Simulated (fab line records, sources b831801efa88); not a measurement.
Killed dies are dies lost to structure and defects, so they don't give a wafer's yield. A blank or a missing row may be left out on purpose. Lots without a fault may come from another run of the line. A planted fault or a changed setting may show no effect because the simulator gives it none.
A struck lot beside a sound one | flow sky130 | 22 steps out of a route of 708
Sound: wafers L328.1, L328.2, L328.6. Struck: wafers L331.1, L331.4, L331.6. The cause comes at the end.
At each step with rows: each side's tool, then ch and its chambers, then its first start. Under that, the readings that differ: sound wafers | struck wafers | difference of the means | sigmas: that difference in standard deviations of wafers without a fault.
alike: readings whose means differ by less than 2 such deviations, and words and numbers that are the same on both sides. not compared: withheld readings, readings that some wafer has no value for, bounds like >300 that may hide the same value, and numbers for which the record gives no deviation and whose values overlap.
The two part at a step that has a row with sigmas, a row that says differs or no value, or rows on one side only. Numbers that don't overlap but have no deviation are shown without sigmas and don't part them. A reading that every wafer of one side lacks parts them only if that side has two wafers or more.

first, 4 steps without rows for these wafers: SKY_NWELL_SOFTBAKE_06; SKY_NWELL_EXPOSE_07 (exposes mask NWM, target cd 840 nm); SKY_NWELL_PEB_08; SKY_NWELL_DEVELOP_09 (develop time 60 s).
SKY_NWELL_OVL_MEAS_10:
  sound on overlay-01, day 7 01:08; struck on overlay-01, day 7 20:49
  alike: NWELL_00_OVL
then, 3 steps without rows for these wafers: SKY_NWELL_IMPLANT_11; SKY_NWELL_IMPLANT_12; SKY_NWELL_IMPLANT_13.
SKY_NWELL_STRIP_14: strips in O2/N2.
  sound on plasma_asher-02 ch 0,1, day 7 01:37; struck on plasma_asher-04 ch 0, day 7 21:19
  reading                      | sound             | struck            | difference | sigmas
  strip_time_to_endpoint_s (s) | 37.03 37.01 36.96 | 36.66 36.75 36.81 | -0.26      | -3
  alike: drypump_motor_current_A, oes_product_au
  not compared: rf_hours_counter_h
SKY_NWELL_TW_MEAS_15:
  sound on film_metro-04, day 7 01:43; struck on film_metro-01, day 7 21:25
  alike: NWELL_TW
then, 2 steps without rows for these wafers: SKY_NWELL_DEHYDRATE_16 (time 60 s); SKY_NWELL_HMDS_17 (prime time 60 s).
SKY_NWELL_COAT_18: resist thk 3000 nm.
  sound on litho_track-02 ch 0, day 7 11:22; struck on litho_track-02 ch 0, day 8 07:55
  reading                                 | sound          | struck         | difference | sigmas
  model.coat_of_NWELL_COAT_18.thk_nm (nm) | 3005 3006 3009 | 1189 1188 1186 | -1819      |
then, 3 steps without rows for these wafers: SKY_NWELL_SOFTBAKE_19; SKY_NWELL_EXPOSE_20 (exposes mask NWM COMPLEMENT, target cd 840 nm); SKY_NWELL_PEB_21.
SKY_NWELL_DEVELOP_22: develop time 60 s.
  sound on litho_track-03 ch 0; struck on litho_track-02 ch 0
  reading                                 | sound          | struck         | difference | sigmas
  model.coat_of_NWELL_COAT_18.thk_nm (nm) | 3001 3002 3004 | 1184 1184 1182 | -1819      |
  alike: developer_temp_C
SKY_NWELL_OVL_MEAS_23:
  sound on overlay-01, day 7 21:07; struck on overlay-02, day 8 17:58
  alike: NWELL_01_OVL
then, 1 step without rows for these wafers: SKY_NWELL_IMPLANT_24.
SKY_NWELL_STRIP_25: strips in O2/N2.
  sound on plasma_asher-02 ch 0,1, day 7 21:18; struck on plasma_asher-03 ch 1, day 8 18:10
  reading                      | sound             | struck            | difference | sigmas
  strip_time_to_endpoint_s (s) | 36.98 36.98 37.01 | 15.73 15.74 15.70 | -21.27     | -99 or more
  alike: drypump_motor_current_A, oes_product_au
  not compared: rf_hours_counter_h
SKY_NWELL_TW_MEAS_26:
  sound on film_metro-03, day 7 21:24; struck on film_metro-04, day 8 18:16
  alike: NWELL_2_TW
-- the record jumps here: 40 days lie between the struck wafers' starts before and after (it left off in module NWELL and takes up again in module PAD_OPEN, whose first step shown is number 708 of the route) --
SKY_PAD_OPEN_PROBE_99:
  sound on prober-02, day 48 10:08; struck on prober-01, day 49 01:38
  reading                                 | sound                        | struck                        | difference | sigmas
  model.etest.nfet_16v.r_on_ohm_um        | 1.394e+04 1.4e+04 1.408e+04  | 1.544e+04 1.553e+04 1.554e+04 | +1.497e+03 |
  model.etest.pfet_16v.r_on_ohm_um        | 1.501e+04 1.517e+04 1.53e+04 | 1.478e+04 1.434e+04 1.477e+04 | -5.300e+02 |
  model.etest.res_iso_pwell.width_nm (nm) | 2643 2635 2636               | 2804 2826 2797                | +171       |
  model.etest.res_nwell.line_ohm_um       | 1153 1177 1178               | 1265 1217 1285                | +86        |
  model.etest.res_nwell.width_nm (nm)     | 837.2 836.6 842.5            | 775.4 771.5 777.1             | -64.1      |
  model.etest.pfet_16v.drive_ua_um        | 245.7 244.3 241.3            | 265.2 269 264.3               | +22.4      |
  model.etest.nfet_16v.drive_ua_um        | 224.5 224 223                | 210.7 207 210.1               | -14.6      |
  alike: killed_at_M0_to_M3, killed_at_M4_up, killed_at_contacts, killed_at_front_end, killed_at_other, killed_dies, killed_open, killed_short

WHERE THEY PART
First at SKY_NWELL_STRIP_14; last, within this record, at SKY_NWELL_STRIP_25. Later steps at which nothing parts them and some readings are alike: SKY_NWELL_TW_MEAS_26, SKY_PAD_OPEN_PROBE_99.

WHY: what the simulator had put in
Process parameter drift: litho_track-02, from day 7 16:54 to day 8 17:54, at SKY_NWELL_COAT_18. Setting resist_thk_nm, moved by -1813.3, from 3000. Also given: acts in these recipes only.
